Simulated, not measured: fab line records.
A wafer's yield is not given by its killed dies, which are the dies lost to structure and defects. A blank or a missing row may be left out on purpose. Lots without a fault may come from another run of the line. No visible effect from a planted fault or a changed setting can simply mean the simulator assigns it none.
fab line records	flow sky130
record: lots: 7	wafers: 21	last-day: 49
route steps=708 shown VIA2@515 PAD_OPEN@708
lots that met no fault: from a run of the same line without faults
start-h: hours from the record's opening day to when the first of the lot's shown wafers began	wait-h: hours from the lot's prior step to this one	" same as the row above	L1.1+2: several wafers, shown together as one row	- no value present, or no start provided	* or withheld: withheld	< > ~ a bound
route shown NAME@n: a module of which the file shows steps, and the number in the route of the first	usual: mean/standard deviation taken from wafers without a fault	same: alike in all rows	chamber/n: place in a boat	sites: per-site readings	_std_site: standard deviation of those values	_edge_site: inner sites' mean taken away from outer sites' mean	radius-mm: for every site, how far away it sits from the centre of the wafer	mask NAME#n: copy n	behind: the tool/chamber that last shaped the wafer	hold: the reason the lot was held/the length of the hold in hours/how it ended	device: the n, p or np transistor that did not switch	end of line: tests of these same wafers at the route's end	step lacking rows: just its recipe	killed: not the wafer's yield, but the dies lost to structure and defects at the first sort	map: shows each die of a wafer: x if killed, . if not, _ if none is there
set.NAME: the run value of the setting; set.NAME@STEP: its run value at that earlier step	model.NAME: the simulator's own value behind a step, which no gauge read
lots seen at some steps along the route; tables by step, rows by wafer
services: a tool's chamber out of use, with start hour (start-h, from the record's first day; less than 0 if before it), hours out, and reason
== steps ==
step: SKY_VIA2_SOFTBAKE_08
recipe: temp-c: 100	time-s: 90	resist: KrF-thick
step: SKY_VIA2_EXPOSE_09
recipe: mask-id: VIM2	na: 0.8	source-shape: annular	sigma-inner: 0.55	sigma-outer: 0.85	target-cd-nm: 200	dose-mj: 38
step: SKY_VIA2_PEB_10
recipe: peb-temp-c: withheld	peb-time-s: withheld	resist: KrF-thick
step: SKY_VIA2_DEVELOP_11
recipe: develop-time-s: 61.97	resist: KrF-thick	dev-temp-c: 21
step: SKY_VIA2_CD_MEAS_12
recipe: target-cd-nm: 200
usual: cd-nm: 199.8/1.3
lot.wafer	tool	chamber	start-h	wait-h	cd-nm
L479.2	cd-sem-02	-	862.40	-	200.6
L479.3	"	-	"	"	200.2
L479.4	"	-	"	"	199.7
L480.1	cd-sem-01	-	874.41	-	199.0
L480.4	"	-	"	"	198.7
L480.6	"	-	"	"	197.9
L486.1	cd-sem-01	-	918.01	-	202.1
L486.3	"	-	"	"	201.9
L486.4	"	-	"	"	199.6
L487.1	cd-sem-01	-	924.17	-	200.4
L487.2	"	-	"	"	201.2
L487.5	"	-	"	"	200.0
L489.1	cd-sem-02	-	930.56	-	200.3
L489.2	"	-	"	"	199.4
L489.4	"	-	"	"	199.4
L493.1	cd-sem-01	-	969.93	-	199.2
L493.2	"	-	"	"	199.0
L493.3	"	-	"	"	200.0
L496.1	cd-sem-01	-	978.97	-	200.8
L496.5	"	-	"	"	200.2
L496.6	"	-	"	"	200.3
step: SKY_VIA2_OVL_MEAS_13
usual: VIA2_OVL: 2/6.7
lot.wafer	tool	chamber	start-h	wait-h	VIA2_OVL[nm]
L479.2	overlay-02	-	862.51	0.1	1
L479.3	"	-	"	"	0
L479.4	"	-	"	"	-2
L480.1	overlay-02	-	874.53	0.1	0
L480.4	"	-	"	"	-6
L480.6	"	-	"	"	-2
L486.1	overlay-02	-	918.13	0.1	9
L486.3	"	-	"	"	9
L486.4	"	-	"	"	-1
L487.1	overlay-01	-	924.29	0.1	13
L487.2	"	-	"	"	-3
L487.5	"	-	"	"	5
L489.1	overlay-02	-	930.68	0.1	7
L489.2	"	-	"	"	1
L489.4	"	-	"	"	-16
L493.1	overlay-01	-	970.05	0.1	-1
L493.2	"	-	"	"	4
L493.3	"	-	"	"	-6
L496.1	overlay-02	-	979.09	0.1	-5
L496.5	"	-	"	"	-7
L496.6	"	-	"	"	4
step: SKY_VIA2_ETCH_14
recipe: chemistry: N2/H2	target: BARC	ion-energy-ev: 200	source-w: 500	bias-w: 100	pressure-mtorr: 30	n2-flow-sccm: 100	h2-flow-sccm: 200	stop-on: SiO2	time-s: 45.9	target-depth-a: 600
usual: drypump-motor-current-A: 5.8/0.43	oes-product-au: 0.855/0.0042	throttle-valve-pct: 13.224/0.0079
lot.wafer	tool	chamber	start-h	wait-h	drypump-motor-current-A	oes-product-au	rf-hours-counter-h	throttle-valve-pct
L479.2	rie-diel-03	0	862.54	0.0	6.1	0.854	21	13.221
L479.3	"	2	"	"	5.7	0.859	12	13.223
L479.4	"	3	"	"	5.9	0.853	9	13.232
L480.1	rie-diel-03	1	874.57	0.0	5.9	0.861	17	13.241
L480.4	"	3	"	"	5.9	0.846	-	13.234
L480.6	"	2	"	"	5.7	0.857	-	13.221
L486.1	rie-diel-02	1	918.17	0.0	6.0	0.859	14	13.226
L486.3	"	2	"	"	5.2	0.857	15	13.231
L486.4	"	3	"	"	5.1	0.860	12	13.221
L487.1	rie-diel-02	1	924.32	0.0	6.0	0.859	14	13.220
L487.2	"	0	"	"	6.7	0.852	17	13.237
L487.5	"	3	"	"	5.0	0.850	-	13.225
L489.1	rie-diel-01	1	930.72	0.0	5.6	0.857	6	13.227
L489.2	"	3	"	"	5.9	0.858	17	13.232
L489.4	"	0	"	"	6.2	0.853	12	13.221
L493.1	rie-diel-01	2	970.09	0.0	6.0	0.851	12	13.225
L493.2	"	3	"	"	5.9	0.866	18	13.238
L493.3	"	0	"	"	6.1	0.856	13	13.226
L496.1	rie-diel-01	1	979.12	0.0	5.6	0.859	8	13.223
L496.5	"	0	"	"	6.2	0.856	-	13.233
L496.6	"	1	"	"	5.6	0.860	-	13.229
step: SKY_VIA2_ETCH_15
recipe: target: SiO2	chemistry: C4F8/O2/Ar	target-depth-nm: 546	stop-on: TiN	mask-material: KrF-thick	source-w: 1500	bias-w: 1200	pressure-mtorr: 40	c4f8-flow-sccm: withheld	O2_flow_sccm: 6	Ar_flow_sccm: 300	time-s: 84
usual: oes-product-au: 0.940/0.0047
lot.wafer	tool	chamber	start-h	wait-h	oes-product-au	rf-hours-counter-h
L479.2	rie-diel-03	0	862.58	0.0	0.940	21
L479.3	"	2	"	"	0.939	13
L479.4	"	3	"	"	0.942	9
L480.1	rie-diel-03	1	874.61	0.0	0.938	17
L480.4	"	3	"	"	0.936	-
L480.6	"	2	"	"	0.943	-
L486.1	rie-diel-02	1	918.21	0.0	0.935	14
L486.3	"	2	"	"	0.939	15
L486.4	"	3	"	"	0.942	12
L487.1	rie-diel-02	1	924.37	0.0	0.941	14
L487.2	"	0	"	"	0.940	17
L487.5	"	3	"	"	0.946	-
L489.1	rie-diel-01	1	930.76	0.0	0.940	6
L489.2	"	3	"	"	0.935	17
L489.4	"	0	"	"	0.945	12
L493.1	rie-diel-01	2	970.13	0.0	0.941	12
L493.2	"	3	"	"	0.944	18
L493.3	"	0	"	"	0.947	13
L496.1	rie-diel-01	1	979.17	0.0	0.939	8
L496.5	"	0	"	"	0.951	-
L496.6	"	1	"	"	0.940	-
step: SKY_VIA2_STRIP_16
recipe: chemistry: O2/N2	power-w: 1400	pressure-mtorr: 1500	platen-temp-c: withheld	o2-flow-sccm: 3000	n2-flow-sccm: 300	overash-fraction: 0.5
usual: drypump-motor-current-A: 5.62/0.26	oes-product-au: 0.399/0.0038	strip-time-to-endpoint-s: 4.051/0.028
lot.wafer	tool	chamber	start-h	wait-h	drypump-motor-current-A	oes-product-au	rf-hours-counter-h	strip-time-to-endpoint-s
L479.2	plasma-asher-04	0	862.64	0.0	5.65	0.396	43	4.052
L479.3	"	0	"	"	5.68	0.394	-	4.034
L479.4	"	1	"	"	5.97	0.401	-	4.084
L480.1	plasma-asher-03	1	874.67	0.0	5.77	0.392	104	4.026
L480.4	"	0	"	"	5.26	0.403	-	4.076
L480.6	"	1	"	"	5.76	0.395	-	4.012
L486.1	plasma-asher-04	0	918.27	0.0	5.67	0.396	49	4.022
L486.3	"	1	"	"	5.92	0.396	-	4.074
L486.4	"	0	"	"	5.68	0.400	-	4.076
L487.1	plasma-asher-04	1	924.43	0.0	5.92	0.399	49	4.048
L487.2	"	0	"	"	5.63	0.396	49	4.075
L487.5	"	0	"	"	5.64	0.404	-	4.054
L489.1	plasma-asher-03	0	930.82	0.0	5.25	0.399	110	4.036
L489.2	"	1	"	"	5.75	0.401	110	4.034
L489.4	"	1	"	"	5.77	0.396	-	4.024
L493.1	plasma-asher-03	1	970.19	0.0	5.78	0.399	114	4.071
L493.2	"	0	"	"	5.30	0.399	114	4.027
L493.3	"	1	"	"	5.77	0.396	-	4.034
L496.1	plasma-asher-02	0	979.23	0.0	5.75	0.399	22	4.056
L496.5	"	1	"	"	5.23	0.400	-	4.067
L496.6	"	0	"	"	5.76	0.401	-	4.031
step: SKY_VIA2_STRIP_17
recipe: chemistry: post-etch-residue-remover	time-s: 1200	temp-c: 72.5
step: SKY_VIA2_CLEAN_18
recipe: chemistry: IPA	time-s: 180	temp-c: 25
step: SKY_VIA2_CLEAN_19
recipe: chemistry: O3/DIW	dry: n2-spin
step: SKY_VIA2_SPUTTER_20
recipe: material: TiN	target-thk-nm: 20	chamber-pressure-pa: 5	power-w: 4000	time-s: 80
usual: cathode-dc-power-W: 4000.0/0.73	chamber-pressure-pa: 5.000/0.01	throttle-valve-pct: 29.9/1.3
lot.wafer	tool	chamber	start-h	wait-h	cathode-dc-power-W	chamber-pressure-pa	throttle-valve-pct
L479.2	pvd-sputter-01	-	863.23	0.0	4000.8	5.010	30.0
L479.3	"	-	"	"	4000.7	5.022	31.7
L479.4	"	-	"	"	4000.0	5.027	29.9
L480.1	pvd-sputter-01	-	875.27	0.0	4000.9	4.996	31.4
L480.4	"	-	"	"	4000.0	4.995	30.0
L480.6	"	-	"	"	4001.0	4.995	30.7
L486.1	pvd-sputter-02	-	918.89	0.0	-	-	-
L486.3	"	-	"	"	-	-	-
L486.4	"	-	"	"	-	-	-
L487.1	pvd-sputter-01	-	925.02	0.0	-	-	-
L487.2	"	-	"	"	-	-	-
L487.5	"	-	"	"	-	-	-
L489.1	pvd-sputter-04	-	931.45	0.0	-	-	-
L489.2	"	-	"	"	-	-	-
L489.4	"	-	"	"	-	-	-
L493.1	pvd-sputter-04	-	970.79	0.0	4000.0	5.006	31.7
L493.2	"	-	"	"	4002.1	4.991	28.0
L493.3	"	-	"	"	4000.6	4.997	28.1
L496.1	pvd-sputter-02	-	979.85	0.0	4000.3	4.999	31.0
L496.5	"	-	"	"	3998.9	4.991	29.7
L496.6	"	-	"	"	4001.1	4.996	28.2
step: SKY_VIA2_CVD_21
recipe: material: W	target-thk-nm: 420	time-s: 126.4	temp-c: 400	pressure-torr: 40
usual: heater-power-outer-w: 508/18	heater-power-w: 803/37
lot.wafer	tool	chamber	start-h	wait-h	heater-power-outer-w	heater-power-w	since-wet-clean-h
L479.2	cvd-w-01	0	863.29	0.0	534	800	959
L479.3	"	0	"	"	535	811	-
L479.4	"	1	"	"	550	892	-
L480.1	cvd-w-01	0	875.33	0.0	523	825	971
L480.4	"	1	"	"	533	893	-
L480.6	"	0	"	"	523	806	-
L486.1	cvd-w-01	1	918.96	0.0	489	801	1
L486.3	"	1	"	"	487	822	-
L486.4	"	0	"	"	496	785	-
L487.1	cvd-w-02	0	925.08	0.0	500	753	521
L487.2	"	1	"	"	521	778	521
L487.5	"	1	"	"	507	785	-
L489.1	cvd-w-02	0	931.51	0.0	497	778	528
L489.2	"	1	"	"	518	810	528
L489.4	"	1	"	"	505	803	-
L493.1	cvd-w-01	0	970.85	0.0	501	804	53
L493.2	"	1	"	"	471	792	53
L493.3	"	0	"	"	500	803	-
L496.1	cvd-w-02	1	979.91	0.0	536	787	576
L496.5	"	0	"	"	515	749	-
L496.6	"	1	"	"	519	794	-
step: SKY_PAD_OPEN_PROBE_99
usual: defect-limited-yield: 82.7/1.8	killed_at_M0_to_M3: 42/7.5	killed_at_M4_up: 3.2/1.7	killed-at-contacts: 24/5.1	killed-at-front-end: 15/4.1	killed-at-other: 0.3/0.58	killed-dies: 85/8.9	killed-on-rim: 17/3.9	killed-open: 46/6.4	killed-short: 39/6	sort_bin_3_pad_short: 0.9/0.4	sort_bin_5_function: 10.1/1.6	sort_bin_6_memory: 6.3/1	sort-n-pass: 407/9	sort-yield-pct: 82.7/1.8
same: gross-dies: 492	killed-at-back-side: 0	sort_bin_4_leakage[%]: 0	sort_bin_8_speed[%]: 0
lot.wafer	tool	chamber	start-h	wait-h	defect-limited-yield[%]	killed_at_M0_to_M3	killed_at_M4_up	killed-at-contacts	killed-at-front-end	killed-at-other	killed-dies	killed-on-rim	killed-open	killed-short	sort_bin_3_pad_short[%]	sort_bin_5_function[%]	sort_bin_6_memory[%]	sort-n-pass	sort-yield-pct[%]
L479.2	prober-02	-	1086.64	0.1	82.3	40	5	24	18	0	87	20	44	43	0.4	11.4	5.9	405	82.3
L479.3	prober-02	-	1086.69	0.2	84.6	37	7	20	12	0	76	9	46	30	0.4	10.0	5.1	416	84.6
L479.4	prober-02	-	1086.74	0.2	85.2	30	2	24	16	1	73	8	39	34	0.4	9.8	4.7	419	85.2
L480.1	prober-01	-	1094.35	0.1	83.7	38	5	22	15	0	80	21	47	33	0.4	11.4	4.5	412	83.7
L480.4	prober-01	-	1094.50	0.2	81.9	49	1	23	16	0	89	16	45	43	1.8	10.4	5.9	403	81.9
L480.6	prober-01	-	1094.60	0.2	80.7	56	4	19	16	0	95	20	58	37	0.8	12.2	6.3	397	80.7
L486.1	prober-01	-	1130.76	0.1	0	440	8	26	18	0	492	96	52	42	1.2	91.5	7.3	0	0
L486.3	prober-01	-	1130.86	0.2	0	449	4	30	9	0	492	96	48	39	1.0	91.7	7.3	0	0
L486.4	prober-01	-	1130.91	0.2	0	445	5	20	22	0	492	96	49	48	1.4	92.1	6.5	0	0
L487.1	prober-02	-	1136.04	0.1	0	438	3	32	19	0	492	96	51	40	0.6	93.1	6.3	0	0
L487.2	prober-02	-	1136.09	0.1	0	433	3	40	16	0	492	96	52	43	0.6	91.3	8.1	0	0
L487.5	prober-02	-	1136.24	0.2	0	441	4	24	23	0	492	96	51	41	0.6	92.1	7.3	0	0
L489.1	prober-01	-	1140.64	0.1	0	441	1	31	18	1	492	96	48	30	0.4	93.5	6.1	0	0
L489.2	prober-01	-	1140.69	0.1	0	449	1	25	17	0	492	96	37	49	0.6	94.1	5.3	0	0
L489.4	prober-01	-	1140.79	0.2	0	448	4	32	8	0	492	96	49	39	0.8	92.5	6.7	0	0
L493.1	prober-02	-	1171.85	0.1	80.7	51	2	23	19	0	95	18	48	47	0.8	12.2	6.3	397	80.7
L493.2	prober-02	-	1171.90	0.1	79.5	52	1	32	16	0	101	26	51	50	1.2	13.4	5.9	391	79.5
L493.3	prober-02	-	1171.95	0.2	84.1	43	2	14	19	0	78	15	35	43	0.8	8.5	6.5	414	84.1
killed by level:class
L479.2 VIA2:geometric-particle:open=9 CONTACT:geometric-particle:open=9 FIELD_ISO:geometric-particle:open=6 METAL2:geometric-particle:short=6 VIA3:geometric-particle:open=6 VIA2:geometric-particle:short=6 LOCAL_INTERCONNECT:geometric-particle:short=5 CONTACT:geometric-particle:short=5
L479.3 CONTACT:geometric-particle:open=14 VIA1:geometric-particle:open=12 FIELD_ISO:geometric-particle:open=5 METAL2:geometric-particle:short=5 VIA2:geometric-particle:open=5 METAL4:geometric-particle:short=5 FIELD_ISO:geometric-particle:short=4 VIA1:geometric-particle:short=4
L479.4 CONTACT:geometric-particle:open=11 FIELD_ISO:geometric-particle:open=7 LOCAL_INTERCONNECT:geometric-particle:short=7 VIA2:geometric-particle:open=7 VIA1:geometric-particle:open=5 METAL2:geometric-particle:short=4 FIELD_ISO:geometric-particle:short=3 POLY_GATE:geometric-particle:open=3
L480.1 CONTACT:geometric-particle:open=12 METAL1:geometric-particle:short=8 VIA1:geometric-particle:open=7 FIELD_ISO:geometric-particle:open=6 VIA1:geometric-particle:short=5 VIA3:geometric-particle:open=5 LI_CONTACT:geometric-particle:open=4 POLY_GATE:geometric-particle:short=3
L480.4 VIA1:geometric-particle:open=15 VIA1:geometric-particle:short=10 METAL1:geometric-particle:short=8 CONTACT:geometric-particle:open=7 LI_CONTACT:geometric-particle:open=7 VIA2:geometric-particle:open=5 FIELD_ISO:geometric-particle:short=4 POLY_GATE:geometric-particle:short=4
L480.6 VIA1:geometric-particle:open=18 VIA3:geometric-particle:open=8 CONTACT:geometric-particle:open=7 VIA2:geometric-particle:open=7 METAL2:geometric-particle:short=6 CONTACT:geometric-particle:short=5 METAL1:geometric-particle:short=5 FIELD_ISO:geometric-particle:short=4
L486.1 VIA2:area-sputter=397 CONTACT:geometric-particle:open=11 VIA1:geometric-particle:open=10 LI_CONTACT:geometric-particle:open=8 FIELD_ISO:geometric-particle:short=5 CONTACT:geometric-particle:short=5 VIA2:geometric-particle:open=5 VIA3:geometric-particle:short=5
L486.3 VIA2:area-sputter=404 CONTACT:geometric-particle:open=13 LOCAL_INTERCONNECT:geometric-particle:short=8 VIA1:geometric-particle:open=8 METAL3:geometric-particle:short=7 VIA2:geometric-particle:open=7 CONTACT:geometric-particle:short=5 METAL1:geometric-particle:short=5
L486.4 VIA2:area-sputter=393 VIA1:geometric-particle:open=15 METAL2:geometric-particle:short=8 VIA3:geometric-particle:open=7 LI_CONTACT:geometric-particle:open=6 CONTACT:geometric-particle:short=5 VIA1:geometric-particle:short=5 FIELD_ISO:geometric-particle:short=4
L487.1 VIA2:area-sputter=401 VIA1:geometric-particle:open=13 CONTACT:geometric-particle:open=9 LI_CONTACT:geometric-particle:open=8 LI_CONTACT:geometric-particle:short=5 CONTACT:geometric-particle:short=5 METAL2:geometric-particle:short=5 VIA3:geometric-particle:open=5
L487.2 VIA2:area-sputter=396 CONTACT:geometric-particle:open=14 VIA1:geometric-particle:open=11 LOCAL_INTERCONNECT:geometric-particle:short=9 LI_CONTACT:geometric-particle:open=6 CONTACT:geometric-particle:short=6 VIA3:geometric-particle:open=6 METAL2:geometric-particle:short=5
L487.5 VIA2:area-sputter=400 CONTACT:geometric-particle:open=16 POLY_GATE:geometric-particle:short=9 VIA3:geometric-particle:open=8 VIA2:geometric-particle:open=6 METAL3:geometric-particle:short=6 POLY_GATE:geometric-particle:open=5 METAL1:geometric-particle:short=5
L489.1 VIA2:area-sputter=413 CONTACT:geometric-particle:open=14 VIA1:geometric-particle:open=7 POLY_GATE:geometric-particle:short=5 LI_CONTACT:geometric-particle:open=5 METAL1:geometric-particle:short=5 VIA2:geometric-particle:open=5 VIA3:geometric-particle:open=5
L489.2 VIA2:area-sputter=406 LI_CONTACT:geometric-particle:open=10 VIA1:geometric-particle:short=9 METAL2:geometric-particle:short=7 VIA1:geometric-particle:open=6 LI_CONTACT:geometric-particle:short=5 CONTACT:geometric-particle:short=5 METAL1:geometric-particle:short=5
L489.4 VIA2:area-sputter=404 VIA1:geometric-particle:open=12 LI_CONTACT:geometric-particle:open=11 CONTACT:geometric-particle:short=9 METAL1:geometric-particle:short=7 METAL2:geometric-particle:short=6 CONTACT:geometric-particle:open=5 METAL2:geometric-particle:open=5
L493.1 VIA1:geometric-particle:open=10 METAL2:geometric-particle:short=9 POLY_GATE:geometric-particle:open=8 CONTACT:geometric-particle:short=7 CONTACT:geometric-particle:open=7 VIA2:geometric-particle:open=7 POLY_GATE:geometric-particle:short=6 METAL1:geometric-particle:short=6
L493.2 VIA1:geometric-particle:open=13 METAL2:geometric-particle:short=10 LI_CONTACT:geometric-particle:open=9 CONTACT:geometric-particle:open=9 CONTACT:geometric-particle:short=8 POLY_GATE:geometric-particle:open=6 METAL1:geometric-particle:short=6 VIA2:geometric-particle:open=6
L493.3 METAL1:geometric-particle:short=9 VIA1:geometric-particle:open=8 VIA2:geometric-particle:open=6 FIELD_ISO:geometric-particle:open=5 POLY_GATE:geometric-particle:short=5 METAL2:geometric-particle:short=5 VIA3:geometric-particle:open=5 CONTACT:geometric-particle:short=4
map L486.1 (x killed, . not)
__________xxxxxxxxxx_________
________xxxxxxxxxxxxxx_______
______xxxxxxxxxxxxxxxxxx_____
_____xxxxxxxxxxxxxxxxxxxx____
____xxxxxxxxxxxxxxxxxxxxxx___
___xxxxxxxxxxxxxxxxxxxxxxxx__
__xxxxxxxxxxxxxxxxxxxxxxxxxx_
_xxxxxxxxxxxxxxxxxxxxxxxxxxxx
_xxxxxxxxxxxxxxxxxxxxxxxxxxxx
_xxxxxxxxxxxxxxxxxxxxxxxxxxxx
_xxxxxxxxxxxxxxxxxxxxxxxxxxxx
_xxxxxxxxxxxxxxxxxxxxxxxxxxxx
_xxxxxxxxxxxxxxxxxxxxxxxxxxxx
_xxxxxxxxxxxxxxxxxxxxxxxxxxxx
_xxxxxxxxxxxxxxxxxxxxxxxxxxxx
__xxxxxxxxxxxxxxxxxxxxxxxxxx_
___xxxxxxxxxxxxxxxxxxxxxxxx__
____xxxxxxxxxxxxxxxxxxxxxx___
_____xxxxxxxxxxxxxxxxxxxx____
______xxxxxxxxxxxxxxxxxx_____
________xxxxxxxxxxxxxx_______
__________xxxxxxxxxx_________
map L487.1 (x killed, . not)
__________xxxxxxxxxx_________
________xxxxxxxxxxxxxx_______
______xxxxxxxxxxxxxxxxxx_____
_____xxxxxxxxxxxxxxxxxxxx____
____xxxxxxxxxxxxxxxxxxxxxx___
___xxxxxxxxxxxxxxxxxxxxxxxx__
__xxxxxxxxxxxxxxxxxxxxxxxxxx_
_xxxxxxxxxxxxxxxxxxxxxxxxxxxx
_xxxxxxxxxxxxxxxxxxxxxxxxxxxx
_xxxxxxxxxxxxxxxxxxxxxxxxxxxx
_xxxxxxxxxxxxxxxxxxxxxxxxxxxx
_xxxxxxxxxxxxxxxxxxxxxxxxxxxx
_xxxxxxxxxxxxxxxxxxxxxxxxxxxx
_xxxxxxxxxxxxxxxxxxxxxxxxxxxx
_xxxxxxxxxxxxxxxxxxxxxxxxxxxx
__xxxxxxxxxxxxxxxxxxxxxxxxxx_
___xxxxxxxxxxxxxxxxxxxxxxxx__
____xxxxxxxxxxxxxxxxxxxxxx___
_____xxxxxxxxxxxxxxxxxxxx____
______xxxxxxxxxxxxxxxxxx_____
________xxxxxxxxxxxxxx_______
__________xxxxxxxxxx_________
== services ==
tool	chamber	start-h	hours	kind
cvd-w-02	-	855.22	0.8	repair
rie-diel-03	0	872.84	-	clean
rie-diel-03	0	872.84	19.2	scheduled-down
rie-diel-03	0	872.84	19.2	vent-cycle
pvd-sputter-01	0	879.78	-	consumable-replace:kit
pvd-sputter-01	0	879.78	18.0	scheduled-down
pvd-sputter-01	0	879.78	18.0	vent-cycle
pvd-sputter-01	-	879.90	1.4	repair
cvd-w-01	-	904.00	14.0	pm
cvd-w-01	0	904.00	14.0	vent-cycle
cvd-w-01	1	904.00	14.0	vent-cycle
rie-diel-01	-	917.10	4.3	pm
cvd-w-01	0	918.00	-	clean
cvd-w-01	1	918.00	-	clean
cvd-w-02	-	938.36	1.0	repair
cvd-w-01	-	946.31	0.5	repair
cvd-w-01	-	948.87	4.1	repair
rie-diel-03	3	958.26	2.3	repair
rie-diel-01	3	970.43	101.3	repair
rie-diel-03	-	970.71	0.4	repair
== key ==
first-sign: step: SKY_VIA2_SPUTTER_20	reading: tool-record	direction: missing
effect: step: SKY_PAD_OPEN_PROBE_99	reading: killed_at_M0_to_M3	direction: up	sigmas: 54	usual: 42	struck: 443
more-kills-born-at: SKY_VIA2_SPUTTER_20@pvd-sputter-04: 1223	SKY_VIA2_SPUTTER_20@pvd-sputter-01: 1195	SKY_VIA2_SPUTTER_20@pvd-sputter-02: 1194
met-at SKY_VIA2_SPUTTER_20
struck-wafers L486.1,L486.3,L486.4,L487.1,L487.2,L487.5,L489.1,L489.2,L489.4
later-rows-left-out L486.1,L486.3,L486.4,L487.1,L487.2,L487.5,L489.1,L489.2,L489.4
onset-between 875.27 918.89
fault: kind: skipped-step-whole	tool: pvd-sputter-01,pvd-sputter-02,pvd-sputter-04	chamber: -	onset-h: 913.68	steps: SKY_VIA2_SPUTTER_20	scope: struck-lots-only
later-rows-left-out: the simulator's readings of these wafers behind a module that went badly wrong aren't trusted and aren't shown, but for the sort
